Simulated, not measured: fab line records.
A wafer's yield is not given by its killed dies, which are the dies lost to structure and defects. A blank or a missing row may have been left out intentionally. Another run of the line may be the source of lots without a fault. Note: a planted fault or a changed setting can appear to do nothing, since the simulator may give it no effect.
2 desks looking at one fault + flow sky130 + numbers are kept per desk, each desk with only its own; the story behind them comes last

## FROM THE METROLOGY DESK
Means of the sampled wafers that have a number, per lot and without regard to the tool the lot ran on: this is what the gauges read. The brackets show how far a lot's mean lies from the usual mean; more than 4 standard deviations puts the lot out of limits, marked OUT.
Columns: A = VIA1_W_RS at SKY_VIA1_RS_MEAS_22, usual 0.429 ohm/sq; B = VIA1_W_THK at SKY_VIA1_THK_MEAS_23, usual 264.2 nm
| lot  | first seen here | A                | B                |
|------|-----------------|------------------|------------------|
| L454 | day 33 08:38    | 0.434            | 260.3            |
| L455 | day 33 18:03    | 0.425            | 264.3            |
| L456 | day 34 06:57    | 0.429            | 262.8            |
| L458 | day 34 22:05    | 0.427            | 264.0            |
| L459 | day 35 03:27    | 0.431            | 263.3            |
| L460 | day 35 18:19    | 0.433            | 264.0            |
| L461 | day 35 23:25    | 0.433            | 264.0            |
| L462 | day 36 11:34    | 0.430            | 263.0            |
| L469 | day 38 20:15    | 0.426            | 266.2            |
| L470 | day 39 04:43    | 0.410            | 276.7 (+4.3) OUT |
| L471 | day 39 10:38    | 0.404 (-5.1) OUT | 280.7 (+5.7) OUT |
| L472 | day 39 17:38    | 0.431            | 261.8            |
| L473 | day 39 19:04    | 0.400 (-6.1) OUT | 283.4 (+6.6) OUT |
| L477 | day 40 13:56    | 0.437            | 260.2            |
This desk reports L470, L471, L473 out of limits; the earliest was L470 at day 39 04:50 (VIA1_W_THK at SKY_VIA1_THK_MEAS_23). L454, L455, L456, L458, L459, L460, L461, L462, L469, L472, L477: within limits.

## FOR THE TOOL OWNER'S DESK: cvd_w-01
The tool's own readings at SKY_VIA1_CVD_21 (deposits W, target thk 270 nm, time 80.902 s): means of the sampled wafers that have a number, for each lot that ran on this tool. The brackets show how far a lot's mean lies from the usual mean; more than 4 standard deviations puts the lot out of limits, marked OUT.
Columns: A = chamber_pressure_Torr at SKY_VIA1_CVD_21, usual 39.99 Torr; B = heater_power_w at SKY_VIA1_CVD_21, usual 839 W
| lot  | first seen here | A               | B   |
|------|-----------------|-----------------|-----|
| L454 | day 33 08:31    | 39.90           | 777 |
| L455 | day 33 17:57    | 39.97           | 764 |
| L458 | day 34 21:58    | 39.99           | 784 |
| L461 | day 35 23:18    | 39.89           | 789 |
| L462 | day 36 11:28    | 40.06           | 790 |
| L469 | day 38 20:09    | 40.00           | 786 |
| L470 | day 39 04:38    | 42.58 (+33) OUT | 763 |
| L471 | day 39 10:32    | 44.99 (+64) OUT | 780 |
| L473 | day 39 18:58    | 45.09 (+65) OUT | 797 |
Finding of this desk: L470, L471, L473 out of limits; the first was L470 at day 39 04:38, on chamber_pressure_Torr at SKY_VIA1_CVD_21. L454, L455, L458, L461, L462, L469: within limits.

## ALL TOGETHER
On L470, L471, L473, at day 39 04:38, an alarm was possible from the tool owner's desk.
At day 39 04:50 the metrology desk could have sounded an alarm, on L470, L471, L473.
The lots listed all ran SKY_VIA1_CVD_21 on cvd_w-01.

## WHAT THE SIMULATOR PUT IN
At SKY_VIA1_CVD_21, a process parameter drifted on cvd_w-01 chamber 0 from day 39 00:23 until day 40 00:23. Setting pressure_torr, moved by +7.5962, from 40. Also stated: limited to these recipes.
Shown lots that were struck: L470, L471, L473.
Delay (hours) between the fault's onset and each desk's first out-of-limits reading: 4 at the tool owner's desk, 4 at the metrology desk.
